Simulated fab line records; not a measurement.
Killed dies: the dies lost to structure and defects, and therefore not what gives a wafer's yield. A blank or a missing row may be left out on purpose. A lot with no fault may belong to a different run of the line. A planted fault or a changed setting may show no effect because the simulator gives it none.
Split-lot trial | flow sky130 | on a route of 708 steps: 5 lots, 27 wafers read

== ABOUT THE SPLIT ==
At SKY_METAL3_METAL_ETCH_18 (etches the open film in Cl2/BCl3, stops on SiO2, target depth 845 nm, time 183.1 s), the setting time-s was moved away from the recipe's 183.1 s on 12 of the 27 wafers read, by -50.3% to +38.2%. All remaining wafers had this setting at the recipe value.

There is no step in the file separating the split from the reading.

== THE READING ==
oes-product-au, in a.u., at SKY_METAL3_STRIP_19 (strips in O2/N2). Fault-free wafers of this fab line usually give 0.502 a.u., standard deviation 0.0058 a.u.

wafer  | tool, chamber at the split | time-s as run, s | against the recipe | oes-product-au, a.u. | against lot-mates on the recipe
L074.2 | rie-metal-03, 0            | 183.1            | recipe             | 0.496                | -
L074.3 | rie-metal-03, 0            | 183.1            | recipe             | 0.490                | -
L074.5 | rie-metal-03, 1            | 183.1            | recipe             | 0.503                | -
L076.1 | rie-metal-03, 0            | 183.1            | recipe             | 0.497                | -
L076.2 | rie-metal-03, 1            | 253.1            | +38.2%             | 0.418                | -0.084
L076.3 | rie-metal-03, 0            | 253.1            | +38.2%             | 0.404                | -0.098
L076.4 | rie-metal-03, 1            | 253.1            | +38.2%             | 0.417                | -0.085
L076.5 | rie-metal-03, 0            | 183.1            | recipe             | 0.498                | -
L076.6 | rie-metal-03, 1            | 183.1            | recipe             | 0.512                | -
L081.1 | rie-metal-02, 1            | 232.6            | +27.0%             | 0.430                | -0.073
L081.2 | rie-metal-02, 1            | 232.6            | +27.0%             | 0.439                | -0.064
L081.3 | rie-metal-02, 1            | 183.1            | recipe             | 0.500                | -
L081.4 | rie-metal-02, 1            | 232.6            | +27.0%             | 0.440                | -0.063
L081.5 | rie-metal-02, 1            | 183.1            | recipe             | 0.507                | -
L081.6 | rie-metal-02, 1            | 183.1            | recipe             | 0.502                | -
L082.1 | rie-metal-02, 1            | 183.1            | recipe             | 0.509                | -
L082.2 | rie-metal-02, 1            | 91               | -50.3%             | 0.605                | +0.104
L082.3 | rie-metal-02, 1            | 91               | -50.3%             | 0.610                | +0.109
L082.4 | rie-metal-02, 1            | 183.1            | recipe             | 0.499                | -
L082.5 | rie-metal-02, 1            | 183.1            | recipe             | 0.494                | -
L082.6 | rie-metal-02, 1            | 91               | -50.3%             | 0.620                | +0.119
L085.1 | rie-metal-02, 1            | 183.1            | recipe             | 0.503                | -
L085.2 | rie-metal-02, 1            | 243.9            | +33.2%             | 0.420                | -0.081
L085.3 | rie-metal-02, 1            | 243.9            | +33.2%             | 0.428                | -0.073
L085.4 | rie-metal-02, 1            | 183.1            | recipe             | 0.503                | -
L085.5 | rie-metal-02, 1            | 183.1            | recipe             | 0.498                | -
L085.6 | rie-metal-02, 1            | 243.9            | +33.2%             | 0.418                | -0.083

FIT RESULTS
A straight line over all 27 wafers: oes-product-au changes by -0.00227 a.u. for each +1% of time-s; r = -0.99; the points scatter about the line by 0.0059 a.u.
The same after taking each lot's own level away (the mean of its wafers on the recipe; 27 wafers): -0.00229 a.u. for each +1%; r = -1.00; scatter 0.0058 a.u.
The reading moves by 0.12 a.u. for the largest change in time-s, on that fit.
From 0.4963 to 0.5030 a.u.: that is the span of the lots' own levels, equal to 1.1 times the standard deviation above.
The two slopes are in agreement: the lot-to-lot level therefore moves the slope only a little.
Check: with one of the wafers moved furthest among these (-50.3%) left out of the fit, the line predicts +0.117 a.u. for it against its lot-mates. It came out at +0.104 a.u. against them.
Tool readings at the split's step, against how far the setting was moved: oes-product-au r = -0.87.

== THE WHOLE CHAIN: every reading that the file lists as answering this split, in the file's order ==
step                     | what it does                                                                       | reading                                                                             | change (the file's fit)                                                              | r (the file's)
SKY_METAL3_METAL_ETCH_18 | etches the open film in Cl2/BCl3, stops on SiO2, target depth 845 nm, time 183.1 s | oes-product-au                                                                      | not straight: 1.003 at the lowest setting, 0.865 at the recipe, 0.845 at the highest | not given
SKY_METAL3_METAL_ETCH_18 | etches the open film in Cl2/BCl3, stops on SiO2, target depth 845 nm, time 183.1 s | KrF-thick_of_METAL3_COAT_08.thk-nm (the simulator's own value, which no gauge read) | -5.48 nm for each +1% of the setting                                                 | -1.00
SKY_METAL3_STRIP_19      | strips in O2/N2                                                                    | oes-product-au                                                                      | -0.00231 a.u. for each +1% of the setting                                            | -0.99
SKY_METAL3_STRIP_19      | strips in O2/N2                                                                    | strip-time-to-endpoint-s                                                            | withheld for each +1% of the setting                                                 | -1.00

== THE FILE'S OWN FIT ==
oes-product-au changes by -0.00231 a.u. for each +1% of time-s, r = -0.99.
